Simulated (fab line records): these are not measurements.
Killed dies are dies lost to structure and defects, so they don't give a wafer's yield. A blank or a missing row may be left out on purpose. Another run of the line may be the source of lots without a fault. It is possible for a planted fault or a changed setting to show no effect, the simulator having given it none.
Matching of chambers -- flow sky130 -- 4 sister chambers for SKY_VIA4_ETCH_12 on rie_diel-01
The step etches SiO2 in C4F8/O2/Ar, stops on TiN, target depth 580 nm. 8 wafers are shown with their chamber, then 7 later ones without.

== WAFERS PAIRED WITH THEIR CHAMBERS ==
wafer,chamber,chamber_pressure_mTorr (mTorr),oes_product_au (a.u.)
L812.5,3,40.03,0.929
L815.3,3,39.96,0.921
L815.6,1,39.99,0.926
L823.1,1,39.99,0.925
L823.3,0,40.01,0.929
L823.4,2,39.98,0.926
L827.3,2,40.02,0.915
L827.5,0,39.97,0.922

== WAFERS WITH NO CHAMBER GIVEN ==
wafer,chamber_pressure_mTorr (mTorr),oes_product_au (a.u.)
L827.6,40.04,0.929
L828.1,39.97,0.923
L828.4,40.01,0.923
L828.5,39.95,0.929
L831.1,39.96,0.928
L831.3,39.99,0.937
L831.6,40.05,0.925

== EACH ONE'S CHAMBER ==
wafer,from the rows above,in truth
L827.6,can't be placed: 3 or 1 or 0 or 2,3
L828.1,can't be placed: 0 or 1 or 3 or 2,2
L828.4,can't be placed: 2 or 3 or 1 or 0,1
L828.5,can't be placed: 0 or 1 or 3 or 2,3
L831.1,can't be placed: 0 or 1 or 3 or 2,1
L831.3,can't be placed: 0 or 1 or 3 or 2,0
L831.6,can't be placed: 3 or 2 or 1 or 0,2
Placed correctly: 0 of 7. Cannot be placed on the basis of these rows: 7; the candidates contain the true chamber in 7. Placed wrongly: 0.
How it was worked out, from the rows above alone: a wafer's distance from a chamber is the root of the sum, over the readings, of the square of ((its reading less the chamber's mean) divided by the reading's scatter). If the next closest chamber is less than 2 further off than the closest, the wafer can't be placed; otherwise it belongs to the closest. Each chamber's mean is taken over the wafers shown for it. The scatter: take each reading less its chamber's mean, square it, sum over the shown wafers, divide by the number of wafers less the number of chambers, and take the root.
